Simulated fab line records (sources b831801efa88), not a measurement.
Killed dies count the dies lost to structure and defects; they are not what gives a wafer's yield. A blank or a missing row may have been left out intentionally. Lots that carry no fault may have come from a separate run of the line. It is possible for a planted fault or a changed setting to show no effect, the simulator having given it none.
The tool behind it: which one? :: flow gf180mcu :: Sampling: 14 lots, 42 wafers, 6 of 602 route steps

== WHAT THE GAUGES SHOWED, per wafer ==
GF_HV_LDD_TW_MEAS_38. Usual: HV_LDD_3_TW typically reads 1431, with standard deviation 8.4.
lot: L552
measured: day 11 21:46
on: film metro-04
HV_LDD_3_TW: 1414 1434 1427
flag: 

lot: L553
measured: day 12 09:18
on: film metro-03
HV_LDD_3_TW: 1440 1438 1440
flag: 

lot: L554
measured: day 12 17:56
on: film metro-01
HV_LDD_3_TW: 1430 1435 1419
flag: 

lot: L555
measured: day 12 23:28
on: film metro-04
HV_LDD_3_TW: 1420 1427 1424
flag: 

lot: L560
measured: day 14 23:00
on: film metro-03
HV_LDD_3_TW: 1313 1321 1314 1319 1315 1320
flag: OFF

lot: L562
measured: day 15 04:17
on: film metro-03
HV_LDD_3_TW: 1313 1314 1324 1318 1323 1327
flag: OFF

lot: L566
measured: day 16 16:25
on: film metro-04
HV_LDD_3_TW: 1425 1415 1417
flag: 

lot: L567
measured: day 16 20:01
on: film metro-01
HV_LDD_3_TW: 1417 1423 1421
flag: 

lot: L568
measured: day 17 06:02
on: film metro-01
HV_LDD_3_TW: 1428 1427 1432
flag: 

lot: L569
measured: day 17 12:05
on: film metro-04
HV_LDD_3_TW: 1419 1423 1416
flag: 

lot: L570
measured: day 17 16:52
on: film metro-04
HV_LDD_3_TW: 1419 1424 1424
flag: 

lot: L571
measured: day 17 23:58
on: film metro-03
HV_LDD_3_TW: 1448 1445 1438
flag: 

lot: L572
measured: day 18 04:54
on: film metro-01
HV_LDD_3_TW: 1425 1431 1432
flag: 

lot: L574
measured: day 19 01:20
on: film metro-04
HV_LDD_3_TW: 1431 1429 1430
flag: 

GF_HV_LDD_RS_MEAS_53: a four-point-probe measurement. Usual: HV_LDD_RS typically reads 418.6 ohm/sq, with standard deviation 0.98.
lot: L552
measured: day 12 16:28
on: film metro-04
HV_LDD_RS (ohm/sq): 418.3 419.7 418.2
flag: 

lot: L553
measured: day 13 04:44
on: film metro-01
HV_LDD_RS (ohm/sq): 418.4 419.7 419.3
flag: 

lot: L554
measured: day 13 14:05
on: film metro-01
HV_LDD_RS (ohm/sq): 419.2 419.2 419.0
flag: 

lot: L555
measured: day 13 19:47
on: film metro-03
HV_LDD_RS (ohm/sq): 418.4 417.9 418.3
flag: 

lot: L560
measured: day 15 21:01
on: film metro-03
HV_LDD_RS (ohm/sq): 440.2 439.9 441.1 440.1 439.8 440.8
flag: OFF

lot: L562
measured: day 16 02:52
on: film metro-01
HV_LDD_RS (ohm/sq): 438.0 438.8 439.1 438.8 437.7 438.9
flag: OFF

lot: L566
measured: day 17 15:35
on: film metro-01
HV_LDD_RS (ohm/sq): 417.7 419.0 419.9
flag: 

lot: L567
measured: day 17 19:34
on: film metro-04
HV_LDD_RS (ohm/sq): 420.2 419.2 419.6
flag: 

lot: L568
measured: day 18 05:16
on: film metro-04
HV_LDD_RS (ohm/sq): 418.9 418.6 419.9
flag: 

lot: L569
measured: day 18 11:14
on: film metro-03
HV_LDD_RS (ohm/sq): 418.0 417.5 419.4
flag: 

lot: L570
measured: day 18 17:40
on: film metro-04
HV_LDD_RS (ohm/sq): 418.2 419.5 419.6
flag: 

lot: L571
measured: day 18 23:32
on: film metro-03
HV_LDD_RS (ohm/sq): 417.4 418.0 419.0
flag: 

lot: L572
measured: day 19 05:26
on: film metro-04
HV_LDD_RS (ohm/sq): 421.6 420.4 421.3
flag: 

lot: L574
measured: day 20 02:10
on: film metro-01
HV_LDD_RS (ohm/sq): 419.7 419.4 419.0
flag: 

GF_M4_CD_MEAS_14: the cd target is 280 nm. Usual: 280.1 nm for cd nm, sd 1.3.
lot: L552
measured: day 23 17:44
on: cd sem-02
cd nm (nm): 281.8 281.1 281.7
flag: 

lot: L553
measured: day 24 06:49
on: cd sem-02
cd nm (nm): 280.8 280.5 280.3
flag: 

lot: L554
measured: day 24 17:20
on: cd sem-02
cd nm (nm): 279.7 279.3 280.1
flag: 

lot: L555
measured: day 24 23:19
on: cd sem-01
cd nm (nm): 278.8 278.9 279.5
flag: 

lot: L566
measured: day 28 11:44
on: cd sem-01
cd nm (nm): 279.8 281.3 281.4
flag: 

lot: L567
measured: day 28 17:04
on: cd sem-01
cd nm (nm): 277.8 279.1 279.9
flag: 

lot: L568
measured: day 29 01:28
on: cd sem-01
cd nm (nm): 282.2 282.7 282.1
flag: 

lot: L569
measured: day 29 04:56
on: cd sem-01
cd nm (nm): 278.7 278.4 278.9
flag: 

lot: L570
measured: day 29 11:24
on: cd sem-02
cd nm (nm): 278.7 278.1 277.5
flag: 

lot: L571
measured: day 29 15:26
on: cd sem-02
cd nm (nm): 282.0 281.4 281.1
flag: 

lot: L572
measured: day 29 21:05
on: cd sem-01
cd nm (nm): 279.9 279.3 281.0
flag: 

lot: L574
measured: day 30 14:04
on: cd sem-01
cd nm (nm): 279.5 280.3 279.4
flag: 

== WHICH TOOL RAN EACH LOT (tool, then ch and the chambers of the sampled wafers, then the start) ==
lot: L552
GF_HV_LDD_IMPLANT_35: implanter-02 ch 0, day 11 21:23
GF_CONTACT_SPUTTER_23: pvd sputter-03, day 16 09:51
GF_V3_STRIP_18: plasma asher-02 ch 1, day 22 18:03

lot: L553
GF_HV_LDD_IMPLANT_35: implanter-03 ch 0, day 12 08:56
GF_CONTACT_SPUTTER_23: pvd sputter-03, day 17 00:06
GF_V3_STRIP_18: plasma asher-04 ch 0,1, day 23 06:35

lot: L554
GF_HV_LDD_IMPLANT_35: implanter-03 ch 0, day 12 17:34
GF_CONTACT_SPUTTER_23: pvd sputter-01, day 17 11:14
GF_V3_STRIP_18: plasma asher-02 ch 0,1, day 23 17:47

lot: L555
GF_HV_LDD_IMPLANT_35: implanter-03 ch 0, day 12 23:04
GF_CONTACT_SPUTTER_23: pvd sputter-03, day 17 16:11
GF_V3_STRIP_18: plasma asher-04 ch 0,1, day 24 00:02

lot: L560
GF_HV_LDD_IMPLANT_35: implanter-03, day 14 19:52
GF_CONTACT_SPUTTER_23: -
GF_V3_STRIP_18: -

lot: L562
GF_HV_LDD_IMPLANT_35: implanter-03, day 15 03:55
GF_CONTACT_SPUTTER_23: -
GF_V3_STRIP_18: -

lot: L566
GF_HV_LDD_IMPLANT_35: implanter-03 ch 0, day 16 16:02
GF_CONTACT_SPUTTER_23: pvd sputter-03, day 21 20:53
GF_V3_STRIP_18: plasma asher-04 ch 0,1, day 27 13:57

lot: L567
GF_HV_LDD_IMPLANT_35: implanter-03 ch 0, day 16 19:37
GF_CONTACT_SPUTTER_23: pvd sputter-04, day 22 01:41
GF_V3_STRIP_18: plasma asher-04 ch 0,1, day 27 19:59

lot: L568
GF_HV_LDD_IMPLANT_35: implanter-02 ch 0, day 17 05:40
GF_CONTACT_SPUTTER_23: pvd sputter-03, day 22 12:11
GF_V3_STRIP_18: plasma asher-02 ch 0,1, day 28 04:53

lot: L569
GF_HV_LDD_IMPLANT_35: implanter-02 ch 0, day 17 11:43
GF_CONTACT_SPUTTER_23: pvd sputter-04, day 22 16:41
GF_V3_STRIP_18: plasma asher-03 ch 0,1, day 28 08:04

lot: L570
GF_HV_LDD_IMPLANT_35: implanter-03 ch 0, day 17 16:28
GF_CONTACT_SPUTTER_23: pvd sputter-03, day 22 23:56
GF_V3_STRIP_18: plasma asher-03 ch 0,1, day 28 14:32

lot: L571
GF_HV_LDD_IMPLANT_35: implanter-02 ch 0, day 17 23:36
GF_CONTACT_SPUTTER_23: pvd sputter-03, day 23 05:25
GF_V3_STRIP_18: plasma asher-02 ch 0,1, day 28 18:59

lot: L572
GF_HV_LDD_IMPLANT_35: implanter-02 ch 0, day 18 04:30
GF_CONTACT_SPUTTER_23: pvd sputter-03, day 23 09:53
GF_V3_STRIP_18: plasma asher-02 ch 0,1, day 29 00:46

lot: L574
GF_HV_LDD_IMPLANT_35: implanter-02 ch 0, day 19 00:58
GF_CONTACT_SPUTTER_23: pvd sputter-03, day 24 06:10
GF_V3_STRIP_18: plasma asher-02 ch 0,1, day 29 18:03
- GF_HV_LDD_IMPLANT_35
- GF_CONTACT_SPUTTER_23: material TiN, target thk 10 nm, time 40 s.
- GF_V3_STRIP_18: strips in O2/N2.

== AS READ BY THE TOOLS THEMSELVES (means over the sampled wafers that have a number; for cases with no such wafer, the mark the record gives instead) ==
GF_HV_LDD_IMPLANT_35. Usual: beam energy keV 59.991, standard deviation 0.017; beam on s 9.96 s, standard deviation 0.19.
lot: L552
tool: implanter-02
beam energy keV: 59.987
beam on s (s): 9.87
flag: 

lot: L553
tool: implanter-03
beam energy keV: 60.003
beam on s (s): 9.80
flag: 

lot: L554
tool: implanter-03
beam energy keV: 59.985
beam on s (s): 9.88
flag: 

lot: L555
tool: implanter-03
beam energy keV: 59.999
beam on s (s): 9.71
flag: 

lot: L560
tool: implanter-03
beam energy keV: -
beam on s (s): -
flag: OFF

lot: L562
tool: implanter-03
beam energy keV: -
beam on s (s): -
flag: OFF

lot: L566
tool: implanter-03
beam energy keV: 59.993
beam on s (s): 9.92
flag: 

lot: L567
tool: implanter-03
beam energy keV: 59.965
beam on s (s): 10.09
flag: 

lot: L568
tool: implanter-02
beam energy keV: 59.989
beam on s (s): 10.17
flag: 

lot: L569
tool: implanter-02
beam energy keV: 59.986
beam on s (s): 9.86
flag: 

lot: L570
tool: implanter-03
beam energy keV: 59.993
beam on s (s): 10.13
flag: 

lot: L571
tool: implanter-02
beam energy keV: 59.970
beam on s (s): 9.82
flag: 

lot: L572
tool: implanter-02
beam energy keV: 60.003
beam on s (s): 9.91
flag: 

lot: L574
tool: implanter-02
beam energy keV: 59.990
beam on s (s): 10.03
flag: 

GF_CONTACT_SPUTTER_23. Usual: 29.9 % for throttle valve pct, sd 0.97.
lot: L552
tool: pvd sputter-03
throttle valve pct (%): 29.4
flag: 

lot: L553
tool: pvd sputter-03
throttle valve pct (%): 30.5
flag: 

lot: L554
tool: pvd sputter-01
throttle valve pct (%): 29.3
flag: 

lot: L555
tool: pvd sputter-03
throttle valve pct (%): 30.7
flag: 

lot: L566
tool: pvd sputter-03
throttle valve pct (%): 29.8
flag: 

lot: L567
tool: pvd sputter-04
throttle valve pct (%): 29.8
flag: 

lot: L568
tool: pvd sputter-03
throttle valve pct (%): 30.8
flag: 

lot: L569
tool: pvd sputter-04
throttle valve pct (%): 30.1
flag: 

lot: L570
tool: pvd sputter-03
throttle valve pct (%): 30.2
flag: 

lot: L571
tool: pvd sputter-03
throttle valve pct (%): 30.2
flag: 

lot: L572
tool: pvd sputter-03
throttle valve pct (%): 30.3
flag: 

lot: L574
tool: pvd sputter-03
throttle valve pct (%): 30.1
flag: 

GF_V3_STRIP_18. Usual: drypump motor current A 5.8 A, standard deviation 0.51; heater power w 334 W, standard deviation 17; n2 flow sccm 300.0 sccm, standard deviation 0.9; oes product au 0.593 a.u., standard deviation 0.0046.
lot: L552
tool: plasma asher-02
drypump motor current A (A): 6.0
heater power w (W): 343
n2 flow sccm (sccm): 300.1
oes product au (a.u.): 0.587
flag: 

lot: L553
tool: plasma asher-04
drypump motor current A (A): 5.9
heater power w (W): 330
n2 flow sccm (sccm): 299.7
oes product au (a.u.): 0.597
flag: 

lot: L554
tool: plasma asher-02
drypump motor current A (A): 6.1
heater power w (W): 337
n2 flow sccm (sccm): 300.3
oes product au (a.u.): 0.590
flag: 

lot: L555
tool: plasma asher-04
drypump motor current A (A): 5.5
heater power w (W): 326
n2 flow sccm (sccm): 300.5
oes product au (a.u.): 0.593
flag: 

lot: L566
tool: plasma asher-04
drypump motor current A (A): 5.9
heater power w (W): 333
n2 flow sccm (sccm): 299.7
oes product au (a.u.): 0.596
flag: 

lot: L567
tool: plasma asher-04
drypump motor current A (A): 5.9
heater power w (W): 335
n2 flow sccm (sccm): 300.1
oes product au (a.u.): 0.596
flag: 

lot: L568
tool: plasma asher-02
drypump motor current A (A): 6.1
heater power w (W): 343
n2 flow sccm (sccm): 300.0
oes product au (a.u.): 0.596
flag: 

lot: L569
tool: plasma asher-03
drypump motor current A (A): 5.4
heater power w (W): 350
n2 flow sccm (sccm): 300.3
oes product au (a.u.): 0.593
flag: 

lot: L570
tool: plasma asher-03
drypump motor current A (A): 5.9
heater power w (W): 328
n2 flow sccm (sccm): 300.4
oes product au (a.u.): 0.592
flag: 

lot: L571
tool: plasma asher-02
drypump motor current A (A): 6.0
heater power w (W): 336
n2 flow sccm (sccm): 300.2
oes product au (a.u.): 0.589
flag: 

lot: L572
tool: plasma asher-02
drypump motor current A (A): 6.1
heater power w (W): 336
n2 flow sccm (sccm): 300.3
oes product au (a.u.): 0.596
flag: 

lot: L574
tool: plasma asher-02
drypump motor current A (A): 6.1
heater power w (W): 343
n2 flow sccm (sccm): 299.0
oes product au (a.u.): 0.592
flag: 

== THE ANSWER, worked out from the rows above alone ==
Rule: a lot is off if the mean of its wafers that have a number lies more than 3 standard deviations from the usual mean. A lot without any number at a reading at which 4 lots or more have one is off too. Any other lot the step has rows for is counted as sound. After the gauges, taken in route order, come the tools' own readings; for these a lot's mean is taken, as printed above. At the first step where some lot is off, the reading lying furthest off is the one used; lots without a number count as furthest.
Off: at GF_HV_LDD_TW_MEAS_38 (HV_LDD_3_TW), L560, L562.
If a tool, at a process step before that reading, ran all the lots that are off and no sound lot after the first of them, it fits. The gauges at GF_HV_LDD_TW_MEAS_38 aren't tried: what is off there is off at GF_HV_LDD_IMPLANT_35 too, on other tools, and a gauge's error can't cause that. Of those tried, none fits.

== WHAT WAS PUT IN BY THE SIMULATOR ==
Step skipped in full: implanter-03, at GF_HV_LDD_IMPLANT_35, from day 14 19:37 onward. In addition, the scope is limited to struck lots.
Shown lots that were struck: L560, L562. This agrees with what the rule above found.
